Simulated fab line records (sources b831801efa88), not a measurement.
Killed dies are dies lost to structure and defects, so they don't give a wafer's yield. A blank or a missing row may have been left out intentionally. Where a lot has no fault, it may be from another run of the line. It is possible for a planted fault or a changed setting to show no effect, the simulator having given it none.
A lot that was struck, set against a sound lot | flow gf180mcu | 15 out of 602 route steps
Sound: wafers L987.4, L987.5, L987.6. Struck: wafers L992.1, L992.3, L992.5. The cause is given at the end.
Order at every step that has rows: each side's tool, ch and its chambers, its first start. Under that, the readings that differ: sound wafers | struck wafers | difference of the means | sigmas: that difference in standard deviations of wafers without a fault.
alike: same words and numbers on both sides, and readings whose means sit less than 2 such deviations apart. not compared: any withheld reading, any reading some wafer has no value for, any bound like >300 that may hide the same value, and any number with overlapping values for which the record gives no deviation.
The two part at a step that has a row with sigmas, a row that says differs or no value, or rows on one side only. Numbers that don't overlap but have no deviation are shown without sigmas and don't part them. Lack of a reading on every wafer of one side parts them only where that side has two or more wafers.

first, 2 steps without rows for these wafers: GF_DUAL_GATE_CLEAN_01 (cleans in dHF, time 20 s); GF_DUAL_GATE_OXIDATION_02 (stabilise 600 s, purge 300 s, target thk 10.887 nm).
GF_DUAL_GATE_THK_MEAS_03:
  sound: film-metro-03 at day 8 03:38; struck: film-metro-02 at day 9 15:34
  alike: DUAL_GATE_OXIDATION_00_THK
then, 7 steps without rows for these wafers: GF_DUAL_GATE_DEHYDRATE_04 (time 60 s); GF_DUAL_GATE_HMDS_05 (prime time 60 s); GF_DUAL_GATE_COAT_06 (resist thk 1000 nm); GF_DUAL_GATE_SOFTBAKE_07 (time 60 s); GF_DUAL_GATE_EXPOSE_08 (exposes mask Dualgate, target cd 700 nm); GF_DUAL_GATE_PEB_09; GF_DUAL_GATE_DEVELOP_10 (develop time 60 s).
GF_DUAL_GATE_OVL_MEAS_11:
  sound: overlay-01 at day 8 20:10; struck: overlay-01 at day 10 08:56
  alike: DUAL_GATE_OVL
then, 1 step without rows for these wafers: GF_DUAL_GATE_WET_ETCH_12 (etches SiO2 in dHF, target depth 13 nm, time 260 s).
GF_DUAL_GATE_STRIP_13: strips in O2/N2.
  sound on plasma-asher-01 ch 0,1, day 8 20:19; struck on plasma-asher-03 ch 0, day 10 09:04
  no value came back on the struck wafers for any of 5 readings (chamber-pressure-mTorr (mTorr), drypump-motor-current-A (A) and others); on the sound wafers chamber-pressure-mTorr (mTorr) reads 1498.8 1502.4 1499.4
  reading                                        | sound | struck            | difference | sigmas
  model.NOVOLAK_of_DUAL_GATE_COAT_06.thk-nm (nm) | 0 0 0 | 997.4 998.8 999.4 | +998.5     |
  not compared: rf-hours-counter-h
then, 1 step without rows for these wafers: GF_DUAL_GATE_CLEAN_14 (cleans in SC1/SC2, time 150 s).
-- a jump in the record: the struck wafers' starts before and after are 21 days apart (it breaks off in module DUAL_GATE and resumes in module PASSIVATION, where the first step shown is number 602 of the route) --
GF_PASSIVATION_PROBE_99:
  rows exist in the record for the struck wafers here (prober-01, day 31 08:08), but not for the sound ones

== WHERE THEY PART ==
First at GF_DUAL_GATE_STRIP_13; last, within this record, at GF_PASSIVATION_PROBE_99.

WHY: what had been put in by the simulator
Beginning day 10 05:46, the whole step at GF_DUAL_GATE_STRIP_13 was skipped on plasma-asher-03. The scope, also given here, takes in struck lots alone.
